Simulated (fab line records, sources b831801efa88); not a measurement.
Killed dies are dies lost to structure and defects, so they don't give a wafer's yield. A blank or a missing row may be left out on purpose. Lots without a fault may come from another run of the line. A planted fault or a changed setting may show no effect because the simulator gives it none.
Chamber matching | flow gf180mcu | GF_V5_CMP_26 on cmp-02: 4 sister chambers
The step polishes, stops on SiO2, t overpolish 15 s, target thk 0 nm. 8 wafers are shown with their chamber, then 12 later ones without.

WAFERS WITH THEIR CHAMBER
wafer  | chamber | motor_current_A (A) | time_to_endpoint_s (s)
L086.4 | 2       | 12.2                | 90
L086.5 | 2       | 11.7                | 91
L089.1 | 3       | 13.6                | 83
L089.2 | 0       | 10.6                | 81
L089.4 | 1       | 10.7                | 88
L090.1 | 0       | 10.4                | 85
L090.3 | 3       | 13.4                | 81
L090.4 | 1       | 10.3                | 82

WAFERS WITHOUT THEIR CHAMBER
wafer  | motor_current_A (A) | time_to_endpoint_s (s)
L092.3 | 12.1                | 88
L092.5 | 12.6                | 83
L092.6 | 10.5                | 79
L094.1 | 10.2                | 85
L094.3 | 13.3                | 87
L094.4 | 10.8                | 90
L095.1 | 10.4                | 80
L095.3 | 13.2                | 85
L095.5 | 10.2                | 88
L096.1 | 13.0                | 90
L096.2 | 12.6                | 90
L096.4 | 10.7                | 93

WHICH CHAMBER EACH WENT THROUGH
wafer  | from the rows above     | in truth
L092.3 | 2                       | 2
L092.5 | can't be placed: 3 or 2 | 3
L092.6 | can't be placed: 0 or 1 | 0
L094.1 | can't be placed: 1 or 0 | 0
L094.3 | 3                       | 3
L094.4 | can't be placed: 1 or 0 | 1
L095.1 | can't be placed: 0 or 1 | 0
L095.3 | 3                       | 3
L095.5 | can't be placed: 1 or 0 | 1
L096.1 | can't be placed: 3 or 2 | 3
L096.2 | 2                       | 2
L096.4 | can't be placed: 1 or 0 | 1
Placed correctly: 4 of 12. Can't be placed from these rows: 8 (the true chamber is among the candidates in 8). Placed wrongly: 0.
How it was worked out, from the rows above alone: a wafer's distance from a chamber is the root of the sum, over the readings, of the square of ((its reading less the chamber's mean) divided by the reading's scatter). The wafer belongs to the nearest chamber; if the next one is less than 2 further off, it can't be placed. A chamber's mean is the mean of its shown wafers. The scatter: the root of (the sum of the squares of (reading less its chamber's mean) over the shown wafers, divided by (wafers less chambers)).
